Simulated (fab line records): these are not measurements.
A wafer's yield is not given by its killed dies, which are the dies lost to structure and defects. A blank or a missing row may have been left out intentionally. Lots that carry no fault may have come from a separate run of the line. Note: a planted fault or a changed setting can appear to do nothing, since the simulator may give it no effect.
fab line records    flow gf180mcu
record: lots: 14  wafers: 42  last_day: 34
route steps=602 shown M1@331 V1@338 M2@368 V2@403
lots that met no fault: from a run of the same line without faults
start_h: hours from the record's first day to the start of the lot's first wafer shown    wait_h: hours elapsed since this lot's preceding step    " identical to the entry in the row above    L1.1+2: several wafers, shown together as one row    - no value, or no start given    * or withheld: withheld    < > ~ a bound
route shown NAME@n: names a module that has steps shown in the file, with the first one's number in the route    usual: mean/standard deviation taken from wafers without a fault    same: alike in all rows    chamber/n: place in a boat    sites: readings site by site    _std_site: the standard deviation of these    _edge_site: inner sites' mean taken away from outer sites' mean    radius_mm: how far each site lies from the wafer's centre    mask NAME#n: copy n    behind: tool/chamber where the wafer was last shaped    hold: the reason the lot was held/the length of the hold in hours/how it ended    device: names the non-switching transistor (n, p or np)    end of line: tests run on the same wafers once the route is complete    a step without rows: its recipe alone    killed: dies lost to structure and defects at the first sort, not the wafer's yield    map: a wafer's dies, marking killed ones x, the rest . and places with no die _
set.NAME: the setting that was run; set.NAME@STEP: the one run at that earlier step    model.NAME: the simulator's own value behind a step, which no gauge read
the route's steps for a sample of lots (tables are steps, rows are wafers)
services: a tool's chamber out of use, with start hour (start_h, from the record's first day; less than 0 if before it), hours out, and reason
== steps ==
step: GF_M1_METAL_ETCH_16
recipe: chemistry: Cl2/BCl3  mask_material: KrF  target_depth_nm: 627.5  stop_on: SiO2  pressure_mtorr: 8  icp_w: 800  bias_w: 140  Cl2_flow_sccm: 80  bcl3_flow_sccm: 40  time_s: 104.6
usual: bias_w: 140.0/0.45  drypump_motor_current_A: 5.69/0.18  oes_product_au: 0.972/0.0064  throttle_valve_pct: 28.251/0.0099
lot.wafer  tool          chamber  start_h  wait_h  bias_w  drypump_motor_current_A  oes_product_au  rf_hours_counter_h  throttle_valve_pct
L554.1     rie_metal-03  1        386.30   0.0     139.9   5.51                     0.980           2                   28.246
L554.3     "             1        "        "       139.4   5.52                     0.986           -                   28.240
L554.6     "             1        "        "       140.0   5.50                     0.970           -                   28.245
L555.3     rie_metal-03  0        401.99   0.1     139.8   5.54                     0.980           -                   28.229
L555.4     "             1        "        "       139.7   5.47                     0.978           -                   28.243
L555.6     "             1        "        "       139.6   5.47                     0.975           -                   28.247
L556.1     rie_metal-01  0        405.70   0.0     139.7   5.86                     0.966           7                   28.250
L556.3     "             0        "        "       140.1   5.85                     0.974           -                   28.264
L556.5     "             0        "        "       139.4   5.86                     0.971           -                   28.258
L558.3     rie_metal-04  1        421.14   0.1     140.0   5.81                     0.973           -                   28.247
L558.4     "             0        "        "       140.3   5.88                     0.989           -                   28.263
L558.6     "             1        "        "       139.4   5.83                     0.979           -                   28.247
L560.1     rie_metal-03  1        444.36   0.0     140.3   5.48                     0.974           3                   28.253
L560.3     "             0        "        "       140.0   5.61                     0.969           -                   28.246
L560.5     "             1        "        "       139.8   5.49                     0.971           -                   28.265
L561.1     rie_metal-03  0        453.76   0.0     140.7   5.60                     0.972           1                   28.252
L561.5     "             0        "        "       140.4   5.58                     0.963           -                   28.263
L561.6     "             1        "        "       139.8   5.47                     0.965           -                   28.247
L562.4     rie_metal-04  1        462.04   0.0     139.5   5.79                     0.979           -                   28.242
L562.5     "             0        "        "       139.9   5.92                     0.971           -                   28.247
L562.6     "             1        "        "       140.4   5.82                     0.971           -                   28.246
L563.1     rie_metal-03  0        468.60   0.0     139.9   5.55                     0.968           2                   28.255
L563.2     "             1        "        "       139.2   5.49                     0.733           3                   28.508
L563.5     "             0        "        "       140.3   5.59                     0.966           -                   28.248
L565.2     rie_metal-03  1        486.30   0.0     139.7   5.48                     0.742           4                   28.509
L565.3     "             1        "        "       140.0   5.49                     0.734           -                   28.516
L565.6     "             0        "        "       139.8   5.62                     0.732           -                   28.499
L572.2     rie_metal-04  0        547.89   0.1     139.7   5.90                     0.979           -                   28.254
L572.4     "             0        "        "       140.3   5.93                     0.978           -                   28.243
L572.6     "             0        "        "       140.1   5.90                     0.975           -                   28.243
L574.1     rie_metal-03  1        561.16   0.0     139.8   5.48                     0.965           5                   28.263
L574.4     "             1        "        "       140.0   5.47                     0.974           -                   28.245
L574.6     "             1        "        "       139.7   5.49                     0.976           -                   28.261
L575.3     rie_metal-01  1        566.89   0.1     139.8   5.88                     0.968           -                   28.244
L575.4     "             0        "        "       139.5   5.88                     0.968           -                   28.255
L575.6     "             0        "        "       140.3   5.87                     0.971           -                   28.249
L576.1     rie_metal-03  1        574.81   0.0     139.6   5.50                     0.956           6                   28.282
L576.5     "             0        "        "       139.8   5.56                     0.966           -                   28.251
L576.6     "             1        "        "       139.7   5.49                     0.959           -                   28.273
L577.2     rie_metal-03  0        579.65   0.0     140.1   5.57                     0.962           4                   28.244
L577.3     "             1        "        "       139.6   5.48                     0.981           -                   28.251
L577.4     "             0        "        "       140.2   5.57                     0.975           -                   28.248
step: GF_M1_STRIP_17
recipe: chemistry: O2/N2  power_w: 1400  pressure_mtorr: 1500  platen_temp_c: 250  o2_flow_sccm: 3000  n2_flow_sccm: 300  overash_fraction: 0.5
usual: drypump_motor_current_A: 5.80/0.23  heater_power_w: 336/15  oes_product_au: 0.558/0.0046  strip_time_to_endpoint_s: 7.86/0.035
lot.wafer  tool             chamber  start_h  wait_h  drypump_motor_current_A  heater_power_w  oes_product_au  rf_hours_counter_h  strip_time_to_endpoint_s
L554.1     plasma_asher-03  0        386.42   0.1     5.49                     331             0.561           77                  7.89
L554.3     "                0        "        "       5.48                     329             0.555           -                   7.82
L554.6     "                1        "        "       6.03                     357             0.553           -                   7.87
L555.3     plasma_asher-04  1        402.10   0.1     5.96                     322             0.558           -                   7.89
L555.4     "                0        "        "       5.73                     348             0.565           -                   7.90
L555.6     "                0        "        "       5.73                     350             0.559           -                   7.91
L556.1     plasma_asher-03  0        405.81   0.1     5.47                     326             0.556           79                  7.91
L556.3     "                1        "        "       6.04                     355             0.565           -                   7.86
L556.5     "                1        "        "       6.05                     352             0.563           -                   7.86
L558.3     plasma_asher-04  0        421.25   0.1     5.72                     339             0.564           -                   7.94
L558.4     "                1        "        "       5.89                     327             0.557           -                   7.95
L558.6     "                1        "        "       5.87                     330             0.560           -                   7.91
L560.1     plasma_asher-02  1        444.47   0.1     6.18                     372             0.547           28                  7.82
L560.3     "                0        "        "       5.52                     308             0.560           -                   7.79
L560.5     "                1        "        "       6.16                     376             0.554           -                   7.82
L561.1     plasma_asher-03  0        453.87   0.1     5.46                     328             0.558           3                   7.87
L561.5     "                1        "        "       6.05                     336             0.563           -                   7.87
L561.6     "                0        "        "       5.48                     338             0.562           -                   7.87
L562.4     plasma_asher-03  0        462.15   0.1     5.49                     342             0.548           -                   7.79
L562.5     "                0        "        "       5.48                     338             0.558           -                   7.84
L562.6     "                1        "        "       6.03                     331             0.555           -                   7.84
L563.1     plasma_asher-03  1        468.71   0.1     6.03                     340             0.564           5                   7.88
L563.2     "                0        "        "       5.47                     333             0.594           5                   8.89
L563.5     "                0        "        "       5.45                     324             0.560           -                   7.85
L565.2     plasma_asher-04  1        486.41   0.1     5.93                     316             0.601           72                  8.93
L565.3     "                0        "        "       5.72                     348             0.604           -                   8.91
L565.6     "                1        "        "       5.92                     317             0.608           -                   8.93
L572.2     plasma_asher-04  0        548.08   0.1     5.72                     333             0.561           79                  7.80
L572.4     "                0        "        "       5.74                     352             0.562           -                   7.88
L572.6     "                1        "        "       5.90                     322             0.555           -                   7.86
L574.1     plasma_asher-03  0        561.27   0.1     5.49                     342             0.552           16                  7.91
L574.4     "                1        "        "       6.03                     337             0.568           -                   7.94
L574.6     "                0        "        "       5.48                     343             0.558           -                   7.88
L575.3     plasma_asher-04  0        567.00   0.1     5.73                     344             0.559           -                   7.89
L575.4     "                1        "        "       5.91                     324             0.567           -                   7.92
L575.6     "                1        "        "       5.93                     328             0.556           -                   7.93
L576.1     plasma_asher-02  1        574.92   0.1     6.17                     371             0.558           39                  7.88
L576.5     "                1        "        "       6.17                     372             0.554           -                   7.87
L576.6     "                0        "        "       5.55                     311             0.558           -                   7.87
L577.2     plasma_asher-04  1        579.76   0.1     5.91                     322             0.559           83                  7.91
L577.3     "                0        "        "       5.75                     345             0.558           -                   7.86
L577.4     "                1        "        "       5.93                     324             0.546           -                   7.86
step: GF_V1_THK_MEAS_03
recipe: reads: SiO2_of_V1_CVD_02
usual: V1_CVD_02_THK: 848/11
lot.wafer  tool           chamber  start_h  wait_h  V1_CVD_02_THK[nm]
L554.1     film_metro-01  -        387.17   0.0     852
L554.3     "              -        "        "       849
L554.6     "              -        "        "       862
L555.3     film_metro-02  -        402.85   0.1     843
L555.4     "              -        "        "       860
L555.6     "              -        "        "       852
L556.1     film_metro-02  -        406.59   0.0     838
L556.3     "              -        "        "       845
L556.5     "              -        "        "       839
L558.3     film_metro-01  -        421.98   0.1     854
L558.4     "              -        "        "       847
L558.6     "              -        "        "       846
L560.1     film_metro-01  -        445.21   0.0     835
L560.3     "              -        "        "       847
L560.5     "              -        "        "       855
L561.1     film_metro-03  -        454.60   0.0     850
L561.5     "              -        "        "       862
L561.6     "              -        "        "       860
L562.4     film_metro-02  -        462.88   0.0     840
L562.5     "              -        "        "       838
L562.6     "              -        "        "       845
L563.1     film_metro-03  -        469.48   0.0     849
L563.2     "              -        "        "       838
L563.5     "              -        "        "       861
L565.2     film_metro-02  -        487.50   0.0     841
L565.3     "              -        "        "       830
L565.6     "              -        "        "       854
L572.2     film_metro-02  -        548.82   0.0     849
L572.4     "              -        "        "       865
L572.6     "              -        "        "       872
L574.1     film_metro-03  -        562.00   0.0     846
L574.4     "              -        "        "       843
L574.6     "              -        "        "       856
L575.3     film_metro-01  -        567.72   0.1     836
L575.4     "              -        "        "       857
L575.6     "              -        "        "       841
L576.1     film_metro-02  -        575.65   0.0     837
L576.5     "              -        "        "       856
L576.6     "              -        "        "       856
L577.2     film_metro-03  -        580.55   0.0     836
L577.3     "              -        "        "       852
L577.4     "              -        "        "       853
step: GF_M2_THK_MEAS_06
recipe: thk_meas_gauge: xrf  reads: AlCu_of_M2_SPUTTER_02
usual: M2_ALCU_THK: 457/4.8
lot.wafer  tool           chamber  start_h  wait_h  M2_ALCU_THK[nm]
L554.1     film_metro-03  -        412.95   0.1     459
L554.3     "              -        "        "       454
L554.6     "              -        "        "       463
L555.3     film_metro-03  -        428.69   0.1     469
L555.4     "              -        "        "       465
L555.6     "              -        "        "       470
L556.1     film_metro-01  -        431.92   0.1     454
L556.3     "              -        "        "       451
L556.5     "              -        "        "       456
L558.3     film_metro-03  -        448.65   0.1     462
L558.4     "              -        "        "       460
L558.6     "              -        "        "       455
L560.1     film_metro-03  -        471.70   0.1     459
L560.3     "              -        "        "       461
L560.5     "              -        "        "       465
L561.1     film_metro-01  -        481.29   0.1     459
L561.5     "              -        "        "       458
L561.6     "              -        "        "       462
L562.4     film_metro-01  -        489.53   0.1     449
L562.5     "              -        "        "       455
L562.6     "              -        "        "       451
L563.1     film_metro-04  -        496.01   0.1     458
L563.2     "              -        "        "       460
L563.5     "              -        "        "       462
L565.2     film_metro-04  -        514.65   0.1     457
L565.3     "              -        "        "       456
L565.6     "              -        "        "       460
L572.2     film_metro-04  -        573.03   0.1     461
L572.4     "              -        "        "       455
L572.6     "              -        "        "       459
L574.1     film_metro-01  -        586.30   0.1     460
L574.4     "              -        "        "       460
L574.6     "              -        "        "       460
L575.3     film_metro-03  -        591.48   0.1     458
L575.4     "              -        "        "       455
L575.6     "              -        "        "       462
L576.1     film_metro-03  -        599.16   0.1     451
L576.5     "              -        "        "       454
L576.6     "              -        "        "       456
L577.2     film_metro-04  -        604.28   0.1     459
L577.3     "              -        "        "       454
L577.4     "              -        "        "       459
step: GF_V2_SPUTTER_21
recipe: material: Ti  target_thk_nm: 15  chamber_pressure_pa: 5  power_w: 2500  substrate_temp_c: 200  time_s: 80.02
usual: throttle_valve_pct: 29.7/0.94
lot.wafer  tool            chamber  start_h  wait_h  throttle_valve_pct
L554.1     pvd_sputter-03  -        463.91   0.0     31.5
L554.3     "               -        "        "       29.1
L554.6     "               -        "        "       28.7
L555.3     pvd_sputter-03  -        479.75   0.0     29.1
L555.4     "               -        "        "       29.4
L555.6     "               -        "        "       31.3
L556.1     pvd_sputter-03  -        483.12   0.0     28.9
L556.3     "               -        "        "       31.5
L556.5     "               -        "        "       29.3
L558.3     pvd_sputter-01  -        499.67   0.0     28.8
L558.4     "               -        "        "       29.2
L558.6     "               -        "        "       28.7
L560.1     pvd_sputter-03  -        521.21   0.0     31.7
L560.3     "               -        "        "       28.9
L560.5     "               -        "        "       31.4
L561.1     pvd_sputter-03  -        531.16   0.0     28.8
L561.5     "               -        "        "       29.6
L561.6     "               -        "        "       29.4
L562.4     pvd_sputter-04  -        539.29   0.0     29.7
L562.5     "               -        "        "       29.7
L562.6     "               -        "        "       31.0
L563.1     pvd_sputter-04  -        544.48   0.0     29.7
L563.2     "               -        "        "       29.8
L563.5     "               -        "        "       29.7
L565.2     pvd_sputter-03  -        562.57   0.0     31.8
L565.3     "               -        "        "       29.1
L565.6     "               -        "        "       29.4
L572.2     pvd_sputter-04  -        617.47   0.0     30.2
L572.4     "               -        "        "       29.6
L572.6     "               -        "        "       30.8
L574.1     pvd_sputter-04  -        630.06   0.0     29.6
L574.4     "               -        "        "       30.0
L574.6     "               -        "        "       31.0
L575.3     pvd_sputter-01  -        635.39   0.0     29.6
L575.4     "               -        "        "       27.8
L575.6     "               -        "        "       27.7
L576.1     pvd_sputter-01  -        641.86   0.0     28.8
L576.5     "               -        "        "       29.4
L576.6     "               -        "        "       29.1
L577.2     pvd_sputter-03  -        647.21   0.0     29.3
L577.3     "               -        "        "       29.6
L577.4     "               -        "        "       29.3
== services ==
tool             chamber  start_h  hours  kind
plasma_asher-03  -        382.64   2.8    pm
rie_metal-01     -        407.39   2.8    pm
pvd_sputter-03   -        412.27   4.3    repair
plasma_asher-03  -        421.25   9.0    pm
rie_metal-03     -        423.84   0.8    repair
pvd_sputter-04   -        437.78   3.9    repair
plasma_asher-04  -        451.57   2.8    pm
pvd_sputter-04   -        457.61   2.5    repair
pvd_sputter-01   -        462.64   4.6    repair
pvd_sputter-01   -        476.17   3.9    repair
pvd_sputter-04   -        476.72   15.3   repair
plasma_asher-03  -        491.98   4.1    repair
pvd_sputter-04   -        495.69   2.8    repair
plasma_asher-02  -        502.58   10.0   repair
rie_metal-03     0        523.39   3.4    repair
plasma_asher-02  -        545.58   15.7   repair
pvd_sputter-04   -        547.61   17.1   repair
rie_metal-01     -        584.68   1.4    pm
rie_metal-03     -        591.20   14.6   pm
rie_metal-04     -        600.75   14.6   pm
plasma_asher-04  -        602.20   4.0    repair
pvd_sputter-01   -        602.63   1.8    repair
plasma_asher-03  -        606.37   6.5    repair
pvd_sputter-04   -        611.63   0.7    repair
== key ==
first_sign: step: GF_M1_METAL_ETCH_16  reading: oes_product_au  direction: down  sigmas: 37  usual: 0.972  struck: 0.735
effect: step: GF_M1_METAL_ETCH_16  reading: throttle_valve_pct  direction: up  sigmas: 26  usual: 28.251  struck: 28.508
effect: step: GF_M1_STRIP_17  reading: strip_time_to_endpoint_s  direction: up  sigmas: 30  usual: *  struck: *
met_at GF_M1_METAL_ETCH_16
struck_lots L563,L565
struck_wafers L563.2,L565.2,L565.3,L565.6
sort_left_out L563.2,L565.2,L565.3,L565.6
not_acting_at GF_V1_THK_MEAS_03,GF_M2_THK_MEAS_06,GF_V2_SPUTTER_21
onset_between 453.76 468.60
fault: kind: process_parameter_drift  tool: rie_metal-03  chamber: -  onset_h: 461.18  steps: GF_M1_METAL_ETCH_16  channel: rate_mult  offset: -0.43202  shape: step  end_h: 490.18  scope: struck_wafers_only
sort_left_out: the simulated sort isn't trusted on such a fault, so these wafers' sort isn't shown, and their yield isn't known
